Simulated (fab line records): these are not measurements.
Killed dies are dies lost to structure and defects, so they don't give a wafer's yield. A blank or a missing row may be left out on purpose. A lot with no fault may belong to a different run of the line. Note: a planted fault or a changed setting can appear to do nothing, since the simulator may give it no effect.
What tool caused it?    flow gf180mcu    12 lots with 36 wafers sampled at 3 steps, on a route of 602 steps

## WHAT THE GAUGES READ, wafer by wafer
GF_HV_LDD_THK_MEAS_55.
lot   measured      on            HV_LDD_CVD_54_THK (nm)
L391  day 12 11:52  filmMetro-04  10.09 10.09 10.11
L392  day 12 20:52  filmMetro-04  10.32 10.44 10.25
L393  day 13 01:49  filmMetro-04  9.85 9.96 9.92
L395  day 13 19:10  filmMetro-01  10.23 10.11 10.12
L397  day 14 18:32  filmMetro-02  10.16 10.05 10.19
L398  day 15 01:07  filmMetro-02  9.82 9.93 9.88
L402  day 16 11:50  filmMetro-04  9.97 9.84 9.84
L405  day 17 06:17  filmMetro-01  12.75 12.62 12.61 12.71 12.54 12.67
L406  day 17 16:59  filmMetro-04  12.87 12.85 12.83 12.89 12.84 12.84
L407  day 17 20:47  filmMetro-04  9.75 9.85 9.71
L412  day 19 14:53  filmMetro-04  9.86 9.76 9.78
L413  day 19 23:25  filmMetro-04  10.01 9.93 9.90

GF_CONTACT_THK_MEAS_03.
lot   measured      on            CONTACT_CVD_02_THK (nm)
L391  day 15 05:42  filmMetro-04  871 875 877
L392  day 15 14:52  filmMetro-02  851 846 874
L393  day 15 21:17  filmMetro-02  849 847 859
L395  day 16 16:47  filmMetro-04  847 853 875
L397  day 17 16:10  filmMetro-01  838 858 862
L398  day 17 23:01  filmMetro-01  872 861 874
L402  day 19 11:17  filmMetro-01  857 857 872
L405  day 20 08:59  filmMetro-02  881 858 872
L406  day 20 20:15  filmMetro-02  841 859 873
L407  day 21 00:42  filmMetro-04  864 864 848
L412  day 22 18:07  filmMetro-02  852 872 886
L413  day 23 00:57  filmMetro-04  843 861 860

## WHAT TOOL EACH LOT RAN ON (gives the tool, then ch and the chambers of the sampled wafers, and finally the start)
lot   GF_HV_LDD_CVD_54
L391  lpcvd-02 ch 0, day 12 10:50
L392  lpcvd-02 ch 0, day 12 19:50
L393  lpcvd-01 ch 1, day 13 00:48
L395  lpcvd-01 ch 1, day 13 18:08
L397  lpcvd-02 ch 1, day 14 17:29
L398  lpcvd-02 ch 1, day 15 00:05
L402  lpcvd-02 ch 1, day 16 10:49
L405  lpcvd-02 ch 1, day 17 05:16
L406  lpcvd-02 ch 1, day 17 15:57
L407  lpcvd-01 ch 0, day 17 19:44
L412  lpcvd-01 ch 1, day 19 13:51
L413  lpcvd-01 ch 0, day 19 22:23
- GF_HV_LDD_CVD_54: deposits SiO2 from TEOS, target thk 10 nm, time 75 s.

## WHAT THE TOOLS THEMSELVES READ (means of the sampled wafers that have a number; where no wafer has one, the mark that the record gives instead)
GF_HV_LDD_CVD_54.
lot   tool      spikeTcBottomC (C)  spikeTcCentreC (C)  spikeTcLowerC (C)  spikeTcTopC (C)  spikeTcUpperC (C)
L391  lpcvd-02  701.4               681.0               680.1              698              679.0
L392  lpcvd-02  700.3               680.3               680.4              697              678.3
L393  lpcvd-01  702.5               680.5               679.0              691              680.1
L395  lpcvd-01  700.9               680.1               678.8              692              679.8
L397  lpcvd-02  705.4               679.8               680.6              702              682.6
L398  lpcvd-02  705.1               679.0               680.2              702              680.7
L402  lpcvd-02  706.0               680.0               680.6              702              681.7
L405  lpcvd-02  715.5               690.7               690.5              710              691.1
L406  lpcvd-02  715.7               690.5               690.2              712              689.9
L407  lpcvd-01  700.1               679.5               680.4              701              680.2
L412  lpcvd-01  702.3               679.9               679.5              692              679.8
L413  lpcvd-01  699.3               678.8               679.4              701              680.0

## THE ANSWER, worked out from the rows above alone
Rule: the lots themselves supply what counts as usual. Put in order of their means at a reading, lots are off if they are a third of the lots or fewer, leave a main group of 4 or more, and stand apart from it by a gap of 3 or more times the standard deviation of the main group's means; of several such gaps the widest counts. Not used: any main group whose means are identical at the precision the tables above print for the reading. Also off: a lot with no number at a reading for which 4 or more lots have one. All remaining lots with rows at the step are treated as sound. After the gauges, taken in route order, come the tools' own readings; for these a lot's mean is taken, as printed above. The first step at which some lot is off is used, and at that step the reading that is off furthest; a lot without a number counts as furthest.
Off: L405, L406, seen at GF_HV_LDD_THK_MEAS_55 (HV_LDD_CVD_54_THK). Main group: mean 9.99 nm, sd 0.17.
If a tool, at a process step before that reading, ran all the lots that are off and no sound lot after the first of them, it fits. Not tried: the gauges at GF_HV_LDD_THK_MEAS_55; whatever is off there is also off at GF_HV_LDD_CVD_54, on other tools, and gauge error can't account for it. One fits: GF_HV_LDD_CVD_54 on lpcvd-02. Its last sound lot is L402 (day 16 10:49), its first lot that is off L405 (day 17 05:16): a fault that began between those two fits.
The tool's own readings at GF_HV_LDD_CVD_54 bear it out: on the lots that are off they differ by more than 5 times the standard deviation of the sound lots' means. spikeTcBottomC reads 715.6 C there against 702.3 C on the sound lots; spikeTcCentreC reads 690.6 C there against 679.9 C on the sound lots; spikeTcLowerC reads 690.4 C there against 679.9 C on the sound lots; spikeTcUpperC reads 690.5 C there against 680.2 C on the sound lots.

## WHAT THE SIMULATOR PUT IN
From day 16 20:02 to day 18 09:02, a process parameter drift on lpcvd-02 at GF_HV_LDD_CVD_54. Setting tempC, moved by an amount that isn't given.
Shown lots that were struck: L405, L406. The same result came from the rule above.
